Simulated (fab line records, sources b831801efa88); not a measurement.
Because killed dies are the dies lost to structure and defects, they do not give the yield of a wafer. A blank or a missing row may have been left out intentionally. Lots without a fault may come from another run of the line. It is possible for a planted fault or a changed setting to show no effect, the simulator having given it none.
The tool behind it: which one? + flow sfqLine + Sampling: 7 lots, 20 wafers, 2 of 325 route steps

== WHAT EACH GAUGE READ, for each wafer ==
SFQ_M0_RS_MEAS_904: measurement is done with a four-point probe.
| lot  | measured    | on           | M0_NB_RS (ohm/sq) |
|------|-------------|--------------|-------------------|
| L660 | day 5 00:53 | filmMetro-03 | 0.873 0.896 0.883 |
| L662 | day 5 15:17 | filmMetro-02 | 0.900 0.874 0.897 |
| L664 | day 6 04:02 | filmMetro-03 | 0.879 0.881 0.877 |
| L666 | day 6 12:27 | filmMetro-02 | 0.891 0.886 0.885 |
| L668 | day 6 20:52 | filmMetro-02 | 0.885 0.887 0.899 |
| L670 | day 7 11:10 | filmMetro-02 | 0.692 0.877       |
| L681 | day 9 13:32 | filmMetro-04 | 0.918 0.913 0.900 |

== WHICH TOOL RAN EACH LOT (tool, then ch and the chambers of the sampled wafers, then the start) ==
| lot  | SFQ_TRILAYER_M0_DEP_SPUTTER_019 |
|------|---------------------------------|
| L660 | pvdSputter-05, day 5 00:47      |
| L662 | pvdSputter-06, day 5 15:11      |
| L664 | pvdSputter-04, day 6 03:56      |
| L666 | pvdSputter-04, day 6 12:20      |
| L668 | pvdSputter-05, day 6 20:46      |
| L670 | pvdSputter-05, day 7 10:58      |
| L681 | pvdSputter-06, day 9 13:26      |
- SFQ_TRILAYER_M0_DEP_SPUTTER_019: material Nb, target thk 200 nm, time 133.3 s.

== THE ANSWER, worked out from the rows above alone ==
Rule: the lots themselves supply what counts as usual. Put in order of their means at a reading, lots are off if they are a third of the lots or fewer, leave a main group of 4 or more, and stand apart from it by a gap of 3 or more times the standard deviation of the main group's means; of several such gaps the widest counts. A main group whose means are all the same, to the digits that the tables above print for the reading, isn't used. A lot without any number at a reading at which 4 lots or more have one is off too. The other lots that the step has rows for count as sound.
Off: L670, seen at SFQ_M0_RS_MEAS_904 (M0_NB_RS). The main group has a mean of 0.890 ohm/sq with a standard deviation of 0.0098.
If a tool, at a process step before that reading, ran all the lots that are off and no sound lot after the first of them, it fits. Those tools and the gauges at SFQ_M0_RS_MEAS_904 are tried in the same way. 2 tools fit, pvdSputter-05 at SFQ_TRILAYER_M0_DEP_SPUTTER_019 and filmMetro-02 at SFQ_M0_RS_MEAS_904, so this cannot tell which one it is.

== WHAT THE SIMULATOR PUT IN ==
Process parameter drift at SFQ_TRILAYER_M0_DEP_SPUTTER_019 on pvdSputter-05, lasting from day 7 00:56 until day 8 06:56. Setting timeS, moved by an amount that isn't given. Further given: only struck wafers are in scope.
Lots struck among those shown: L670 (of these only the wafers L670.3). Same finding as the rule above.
